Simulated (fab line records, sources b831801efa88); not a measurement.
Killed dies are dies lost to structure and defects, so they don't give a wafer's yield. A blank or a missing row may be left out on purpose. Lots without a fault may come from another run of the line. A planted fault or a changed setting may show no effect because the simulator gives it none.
Which tool did it? | flow gf180mcu | 6 lots, 18 wafers sampled, at 2 steps of a route of 602

WHAT THE GAUGES READ, wafer by wafer
GF_STI_THK_MEAS_02.
lot  | measured    | on            | STI_OXIDATION_THK (nm)
L144 | day 2 08:14 | film_metro-03 | 10.07 9.97 9.98
L146 | day 2 18:48 | film_metro-02 | 9.79 9.75 9.94
L149 | day 3 08:31 | film_metro-04 | 9.51 9.63 9.70
L151 | day 3 19:47 | film_metro-04 | 9.86 9.87 9.93
L154 | day 4 09:58 | film_metro-03 | 9.65 9.71 9.84
L160 | day 5 15:31 | film_metro-04 | 12.99 12.92 13.20

WHICH TOOL RAN EACH LOT (tool, then ch and the chambers of the sampled wafers, then the start)
lot  | GF_STI_OXIDATION_01
L144 | furnace-01 ch 0, day 2 06:50
L146 | furnace-01 ch 0, day 2 17:25
L149 | furnace-02 ch 0, day 3 07:07
L151 | furnace-01 ch 0, day 3 18:23
L154 | furnace-02 ch 0, day 4 08:32
L160 | furnace-02 ch 0, day 5 14:07
- GF_STI_OXIDATION_01: stabilise 600 s, purge 300 s, target thk 10 nm.

THE ANSWER, worked out from the rows above alone
Rule: what is usual is taken from the lots themselves. Put in order of their means at a reading, lots are off if they are a third of the lots or fewer, leave a main group of 4 or more, and stand apart from it by a gap of 3 or more times the standard deviation of the main group's means; of several such gaps the widest counts. A main group whose means are all the same, to the digits that the tables above print for the reading, isn't used. A lot without any number at a reading at which 4 lots or more have one is off too. The other lots that the step has rows for count as sound.
Off: L160, at GF_STI_THK_MEAS_02 (STI_OXIDATION_THK). The main group: mean 9.81 nm, standard deviation 0.13.
A tool fits if, at a process step before that reading, it ran every lot that is off, and no sound lot after the first of them. The gauges at GF_STI_THK_MEAS_02 are tried like those tools. Can't be told from this: 2 tools fit, furnace-02 at GF_STI_OXIDATION_01, film_metro-04 at GF_STI_THK_MEAS_02.

WHAT THE SIMULATOR HAD PUT IN
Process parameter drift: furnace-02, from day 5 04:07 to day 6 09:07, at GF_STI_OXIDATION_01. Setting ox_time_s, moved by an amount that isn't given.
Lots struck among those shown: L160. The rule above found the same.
